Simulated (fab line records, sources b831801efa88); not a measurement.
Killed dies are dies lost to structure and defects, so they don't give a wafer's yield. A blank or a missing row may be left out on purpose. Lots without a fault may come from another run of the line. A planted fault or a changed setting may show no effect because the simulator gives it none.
Problem report in the 8D (eight disciplines) form, filled by code | flow sky130 | the parts of the form that need people (team, actions taken, sign-off) are left out

1. THE PROBLEM
killed_at_contacts at SKY_PAD_OPEN_PROBE_99 reads a mean of 181 on 2 wafers of 1 lot; wafers without a fault read 24 with a standard deviation of 5.7. That is +28 standard deviations from the usual mean.
First seen on wafer L309.3, day 49 07:16, on prober-01. The record holds 3 wafers of 1 lot with a number at this step. Rule for "out", or "out of limits": more than 4 standard deviations from the usual mean. The other wafers with a number count as sound.

2. WHAT IT IS AND WHAT IT IS NOT
question                    | is                                             | is not
which readings at this step | killed_at_contacts, killed_dies, killed_on_rim | killed_at_M0_to_M3, killed_at_M4_up, killed_at_front_end, killed_at_other, killed_open, killed_short
which lots                  | L309                                           | -
which wafers of those lots  | L309.3, L309.6                                 | L309.4
read on which tools         | prober-01                                      | -
when                        | from day 49 07:16                              | up to then (0 sound wafers); but 1 sound wafer of L309 came after

3. SUSPECTS, AND WHAT RULES EACH OUT
Counting: a tool at a process step up to the reading stays a suspect if it ran every lot that is out. Sound lots after the first of them don't rule it out here, since some wafers of a struck lot are sound.
- cmp-02 at SKY_LI_CONTACT_CMP_24 (polishes, stops on PSG, t overpolish 20 s, target thk 0 nm): kept. It ran the lot that is out, L309 (day 33 21:44).
- prober-01 at SKY_PAD_OPEN_PROBE_99: kept. It ran the lot that is out, L309 (day 49 07:16). Its own readings are out on those wafers: killed_at_contacts, killed_dies, killed_on_rim.
- Within cmp-02 at SKY_LI_CONTACT_CMP_24: the wafers that are out ran in chamber 2; their sound lot-mates ran in chamber 3.
Left after counting: cmp-02 at SKY_LI_CONTACT_CMP_24, prober-01 at SKY_PAD_OPEN_PROBE_99.

4. THE CAUSE (what the simulator had put in)
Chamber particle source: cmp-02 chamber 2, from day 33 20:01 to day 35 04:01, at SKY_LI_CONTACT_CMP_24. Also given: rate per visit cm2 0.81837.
Counting left 2 suspects, and this tool is among them.

5. THE CHAIN OF EFFECTS, in route order
Each row: a reading whose mean over the struck wafers that have a number lies more than 3 standard deviations from the usual. Only readings for which the record gives a usual standard deviation are gone through. hours: the time from each lot's start at the first step in this table that gives one to its start at this step, as a median over the lots. sigmas: the change in usual standard deviations.
hours | step                  | reading            | usual | on struck wafers | change | sigmas
0     | SKY_PAD_OPEN_PROBE_99 | killed_at_contacts | 24    | 181              | +157   | +28
0     | SKY_PAD_OPEN_PROBE_99 | killed_dies        | 87    | 241              | +154   | +15
0     | SKY_PAD_OPEN_PROBE_99 | killed_on_rim      | 17    | 42               | +24    | +6.3
The process steps in it:
- SKY_PAD_OPEN_PROBE_99

6. WHAT WOULD HAVE CAUGHT IT SOONER
In this record the first reading out of limits was taken at day 49 07:16, 371 hours after the fault began at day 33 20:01.
Of the tool readings at SKY_LI_CONTACT_CMP_24 for which the record gives a usual standard deviation, none was out on any struck wafer, so an alarm limit of 4 standard deviations on them would not have fired.
All the lots that are out (1) had begun SKY_LI_CONTACT_CMP_24 on cmp-02 by day 49 07:16. A hold on the tool at that time would have spared none of them.
